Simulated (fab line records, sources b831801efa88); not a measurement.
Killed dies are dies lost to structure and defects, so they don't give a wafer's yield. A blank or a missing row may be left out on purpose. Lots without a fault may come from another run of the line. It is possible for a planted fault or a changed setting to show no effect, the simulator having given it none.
Which tool was responsible? / flow gf180mcu / 33 wafers from 11 lots sampled at 6 of the route's 602 steps

## WHAT THE GAUGES SHOWED, per wafer
GF_CONTACT_RS_MEAS_25: uses a four-point probe to measure. Usual: CONTACT_W_RS typically reads 0.387 ohm/sq, with standard deviation 0.0054.
lot=L981; measured=day 16 03:11; on=film metro-03; CONTACT_W_RS (ohm/sq)=0.380 0.384 0.379; flag=
lot=L982; measured=day 16 23:55; on=film metro-03; CONTACT_W_RS (ohm/sq)=0.379 0.382 0.383; flag=
lot=L988; measured=day 19 01:13; on=film metro-04; CONTACT_W_RS (ohm/sq)=0.401 0.386 0.402; flag=
lot=L990; measured=day 19 19:26; on=film metro-03; CONTACT_W_RS (ohm/sq)=0.390 0.390 0.389; flag=
lot=L992; measured=day 20 11:25; on=film metro-04; CONTACT_W_RS (ohm/sq)=0.394 0.389 0.394; flag=
lot=L997; measured=day 22 06:19; on=film metro-01; CONTACT_W_RS (ohm/sq)=0.386 0.385 0.384; flag=
lot=L998; measured=day 22 14:42; on=film metro-03; CONTACT_W_RS (ohm/sq)=0.386 0.389 0.387; flag=
lot=L100; measured=day 23 05:31; on=film metro-03; CONTACT_W_RS (ohm/sq)=0.396 0.390 0.394; flag=
lot=L101; measured=day 23 13:47; on=film metro-04; CONTACT_W_RS (ohm/sq)=0.377 0.382 0.380; flag=
lot=L102; measured=day 24 01:26; on=film metro-03; CONTACT_W_RS (ohm/sq)=0.385 0.387 0.387; flag=
lot=L104; measured=day 24 12:56; on=film metro-04; CONTACT_W_RS (ohm/sq)=0.385 0.387 0.391; flag=

GF_M1_RS_MEAS_05: uses a four-point probe to measure. Usual: M1_ALCU_RS typically reads 0.0695 ohm/sq, with standard deviation 0.00082.
lot=L981; measured=day 16 03:53; on=film metro-04; M1_ALCU_RS (ohm/sq)=0.0713 0.0702 0.0712; flag=
lot=L982; measured=day 17 00:37; on=film metro-02; M1_ALCU_RS (ohm/sq)=0.0698 0.0688 0.0698; flag=
lot=L988; measured=day 19 01:55; on=film metro-02; M1_ALCU_RS (ohm/sq)=0.0694 0.0711 0.0694; flag=
lot=L990; measured=day 19 20:08; on=film metro-02; M1_ALCU_RS (ohm/sq)=0.0665 0.0681 0.0665; flag=OFF
lot=L992; measured=day 20 12:07; on=film metro-03; M1_ALCU_RS (ohm/sq)=0.0664 0.0673 0.0664; flag=OFF
lot=L997; measured=day 22 07:01; on=film metro-02; M1_ALCU_RS (ohm/sq)=0.0699 0.0697 0.0697; flag=
lot=L998; measured=day 22 15:24; on=film metro-04; M1_ALCU_RS (ohm/sq)=0.0686 0.0694 0.0684; flag=
lot=L100; measured=day 23 06:13; on=film metro-03; M1_ALCU_RS (ohm/sq)=0.0687 0.0705 0.0691; flag=
lot=L101; measured=day 23 14:29; on=film metro-02; M1_ALCU_RS (ohm/sq)=0.0703 0.0697 0.0703; flag=
lot=L102; measured=day 24 02:08; on=film metro-02; M1_ALCU_RS (ohm/sq)=0.0678 0.0695 0.0688; flag=
lot=L104; measured=day 24 13:38; on=film metro-04; M1_ALCU_RS (ohm/sq)=0.0698 0.0682 0.0691; flag=

GF_M1_THK_MEAS_06: measures by xrf. Usual: M1_ALCU_THK typically reads 453 nm, with standard deviation 5.9.
lot=L981; measured=day 16 03:59; on=film metro-04; M1_ALCU_THK (nm)=438 442 437; flag=
lot=L982; measured=day 17 00:43; on=film metro-02; M1_ALCU_THK (nm)=455 461 457; flag=
lot=L988; measured=day 19 02:02; on=film metro-02; M1_ALCU_THK (nm)=456 448 456; flag=
lot=L990; measured=day 19 20:16; on=film metro-02; M1_ALCU_THK (nm)=473 462 474; flag=
lot=L992; measured=day 20 12:14; on=film metro-03; M1_ALCU_THK (nm)=473 463 470; flag=
lot=L997; measured=day 22 07:08; on=film metro-02; M1_ALCU_THK (nm)=454 453 458; flag=
lot=L998; measured=day 22 15:31; on=film metro-04; M1_ALCU_THK (nm)=456 453 458; flag=
lot=L100; measured=day 23 06:20; on=film metro-03; M1_ALCU_THK (nm)=459 445 454; flag=
lot=L101; measured=day 23 14:36; on=film metro-02; M1_ALCU_THK (nm)=449 453 452; flag=
lot=L102; measured=day 24 02:14; on=film metro-02; M1_ALCU_THK (nm)=468 454 461; flag=
lot=L104; measured=day 24 13:46; on=film metro-04; M1_ALCU_THK (nm)=445 453 447; flag=

## TOOL THAT RAN EACH LOT (tool first, then ch and the chambers of the sampled wafers, then the start)
lot=L981; GF_CONTACT_ETCH_16=rie diel-01 ch 0,2,3, day 16 02:29; GF_CONTACT_STRIP_18=plasma asher-01 ch 0,1, day 16 02:40; GF_M1_SPUTTER_02=pvd sputter-01, day 16 03:46
lot=L982; GF_CONTACT_ETCH_16=rie diel-01 ch 0,1,2, day 16 23:11; GF_CONTACT_STRIP_18=plasma asher-02 ch 0,1, day 16 23:23; GF_M1_SPUTTER_02=pvd sputter-04, day 17 00:29
lot=L988; GF_CONTACT_ETCH_16=rie diel-04 ch 1,3, day 19 00:32; GF_CONTACT_STRIP_18=plasma asher-02 ch 0,1, day 19 00:42; GF_M1_SPUTTER_02=pvd sputter-01, day 19 01:49
lot=L990; GF_CONTACT_ETCH_16=rie diel-02 ch 1,2,3, day 19 18:34; GF_CONTACT_STRIP_18=plasma asher-02 ch 0,1, day 19 18:44; GF_M1_SPUTTER_02=pvd sputter-01, day 19 20:03
lot=L992; GF_CONTACT_ETCH_16=rie diel-02 ch 0,2,3, day 20 10:44; GF_CONTACT_STRIP_18=plasma asher-03 ch 0,1, day 20 10:54; GF_M1_SPUTTER_02=pvd sputter-01, day 20 12:01
lot=L997; GF_CONTACT_ETCH_16=rie diel-04 ch 1,2,3, day 22 05:37; GF_CONTACT_STRIP_18=plasma asher-02 ch 1, day 22 05:47; GF_M1_SPUTTER_02=pvd sputter-04, day 22 06:55
lot=L998; GF_CONTACT_ETCH_16=rie diel-04 ch 0,1,3, day 22 14:02; GF_CONTACT_STRIP_18=plasma asher-02 ch 0,1, day 22 14:12; GF_M1_SPUTTER_02=pvd sputter-02, day 22 15:19
lot=L100; GF_CONTACT_ETCH_16=rie diel-02 ch 0,2,3, day 23 04:46; GF_CONTACT_STRIP_18=plasma asher-02 ch 0,1, day 23 04:56; GF_M1_SPUTTER_02=pvd sputter-02, day 23 06:08
lot=L101; GF_CONTACT_ETCH_16=rie diel-02 ch 1,3, day 23 13:02; GF_CONTACT_STRIP_18=plasma asher-01 ch 0,1, day 23 13:11; GF_M1_SPUTTER_02=pvd sputter-04, day 23 14:23
lot=L102; GF_CONTACT_ETCH_16=rie diel-02 ch 1,2,3, day 24 00:44; GF_CONTACT_STRIP_18=plasma asher-01 ch 0,1, day 24 00:54; GF_M1_SPUTTER_02=pvd sputter-02, day 24 02:01
lot=L104; GF_CONTACT_ETCH_16=rie diel-02 ch 0,1,3, day 24 12:17; GF_CONTACT_STRIP_18=plasma asher-03 ch 0,1, day 24 12:26; GF_M1_SPUTTER_02=pvd sputter-04, day 24 13:33
- GF_CONTACT_ETCH_16: etches BARC in N2/H2.
- GF_CONTACT_STRIP_18: strips in O2/N2.
- GF_M1_SPUTTER_02: material AlCu, target thk 450 nm, time 23.9 s.

## AS READ BY THE TOOLS THEMSELVES (means over the sampled wafers that have a number; for cases with no such wafer, the mark the record gives instead)
GF_CONTACT_ETCH_16. Usual: drypump motor current A 5.8 A, standard deviation 0.37; oes product au 0.855 a.u., standard deviation 0.0048; throttle valve pct 13.225 %, standard deviation 0.0097.
lot=L981; tool=rie diel-01; drypump motor current A (A)=6.0; oes product au (a.u.)=0.852; throttle valve pct (%)=13.224; flag=
lot=L982; tool=rie diel-01; drypump motor current A (A)=6.1; oes product au (a.u.)=0.856; throttle valve pct (%)=13.225; flag=
lot=L988; tool=rie diel-04; drypump motor current A (A)=5.6; oes product au (a.u.)=0.861; throttle valve pct (%)=13.218; flag=
lot=L990; tool=rie diel-02; drypump motor current A (A)=5.6; oes product au (a.u.)=0.853; throttle valve pct (%)=13.233; flag=
lot=L992; tool=rie diel-02; drypump motor current A (A)=5.6; oes product au (a.u.)=0.859; throttle valve pct (%)=13.221; flag=
lot=L997; tool=rie diel-04; drypump motor current A (A)=5.6; oes product au (a.u.)=0.858; throttle valve pct (%)=13.231; flag=
lot=L998; tool=rie diel-04; drypump motor current A (A)=5.8; oes product au (a.u.)=0.856; throttle valve pct (%)=13.223; flag=
lot=L100; tool=rie diel-02; drypump motor current A (A)=5.6; oes product au (a.u.)=0.853; throttle valve pct (%)=13.218; flag=
lot=L101; tool=rie diel-02; drypump motor current A (A)=5.3; oes product au (a.u.)=0.859; throttle valve pct (%)=13.226; flag=
lot=L102; tool=rie diel-02; drypump motor current A (A)=5.7; oes product au (a.u.)=0.851; throttle valve pct (%)=13.226; flag=
lot=L104; tool=rie diel-02; drypump motor current A (A)=5.5; oes product au (a.u.)=0.849; throttle valve pct (%)=13.217; flag=

GF_CONTACT_STRIP_18. Usual: drypump motor current A 6.0 A, standard deviation 0.43; heater power w 312 W, standard deviation 35; oes product au 0.579 a.u., standard deviation 0.006.
lot=L981; tool=plasma asher-01; drypump motor current A (A)=5.6; heater power w (W)=339; oes product au (a.u.)=0.578; flag=
lot=L982; tool=plasma asher-02; drypump motor current A (A)=6.5; heater power w (W)=304; oes product au (a.u.)=0.576; flag=
lot=L988; tool=plasma asher-02; drypump motor current A (A)=6.4; heater power w (W)=333; oes product au (a.u.)=0.579; flag=
lot=L990; tool=plasma asher-02; drypump motor current A (A)=6.4; heater power w (W)=337; oes product au (a.u.)=0.579; flag=
lot=L992; tool=plasma asher-03; drypump motor current A (A)=5.6; heater power w (W)=285; oes product au (a.u.)=0.581; flag=
lot=L997; tool=plasma asher-02; drypump motor current A (A)=6.6; heater power w (W)=284; oes product au (a.u.)=0.575; flag=
lot=L998; tool=plasma asher-02; drypump motor current A (A)=6.5; heater power w (W)=306; oes product au (a.u.)=0.578; flag=
lot=L100; tool=plasma asher-02; drypump motor current A (A)=6.4; heater power w (W)=334; oes product au (a.u.)=0.579; flag=
lot=L101; tool=plasma asher-01; drypump motor current A (A)=5.6; heater power w (W)=314; oes product au (a.u.)=0.578; flag=
lot=L102; tool=plasma asher-01; drypump motor current A (A)=5.6; heater power w (W)=312; oes product au (a.u.)=0.582; flag=
lot=L104; tool=plasma asher-03; drypump motor current A (A)=5.6; heater power w (W)=287; oes product au (a.u.)=0.588; flag=

GF_M1_SPUTTER_02. Usual: cathode dc power W 10600 W, standard deviation 2; throttle valve pct 29.6 %, standard deviation 1.1.
lot=L981; tool=pvd sputter-01; cathode dc power W (W)=10602; throttle valve pct (%)=30.0; flag=
lot=L982; tool=pvd sputter-04; cathode dc power W (W)=10599; throttle valve pct (%)=28.5; flag=
lot=L988; tool=pvd sputter-01; cathode dc power W (W)=10599; throttle valve pct (%)=30.2; flag=
lot=L990; tool=pvd sputter-01; cathode dc power W (W)=10599; throttle valve pct (%)=30.2; flag=
lot=L992; tool=pvd sputter-01; cathode dc power W (W)=10602; throttle valve pct (%)=30.3; flag=
lot=L997; tool=pvd sputter-04; cathode dc power W (W)=10598; throttle valve pct (%)=29.4; flag=
lot=L998; tool=pvd sputter-02; cathode dc power W (W)=10601; throttle valve pct (%)=29.9; flag=
lot=L100; tool=pvd sputter-02; cathode dc power W (W)=10600; throttle valve pct (%)=28.7; flag=
lot=L101; tool=pvd sputter-04; cathode dc power W (W)=10601; throttle valve pct (%)=29.9; flag=
lot=L102; tool=pvd sputter-02; cathode dc power W (W)=10601; throttle valve pct (%)=29.3; flag=
lot=L104; tool=pvd sputter-04; cathode dc power W (W)=10599; throttle valve pct (%)=29.4; flag=

## THE ANSWER, worked out from the rows above alone
Rule: a lot counts as off when the mean over its wafers that have a number is more than 3 standard deviations away from the usual mean. Also off: a lot with no number at a reading for which 4 or more lots have one. All remaining lots with rows at the step are treated as sound. After the gauges, taken in route order, come the tools' own readings; for these a lot's mean is taken, as printed above. The first step at which some lot is off is used, and at that step the reading that is off furthest; a lot without a number counts as furthest.
Off: at GF_M1_RS_MEAS_05 (M1_ALCU_RS), L990, L992.
If a tool, at a process step before that reading, ran all the lots that are off and no sound lot after the first of them, it fits. Gauges at GF_M1_RS_MEAS_05: tried the same way as those tools. One fits: GF_M1_SPUTTER_02 on pvd sputter-01. A fault onset in the window from L988 (day 19 01:49, its last sound lot) to L990 (day 19 20:03, its first lot off) fits.

## WHAT WAS PUT IN BY THE SIMULATOR
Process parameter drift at GF_M1_SPUTTER_02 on pvd sputter-01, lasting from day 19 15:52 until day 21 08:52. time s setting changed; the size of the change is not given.
Lots struck among those shown: L990, L992. This agrees with what the rule above found.
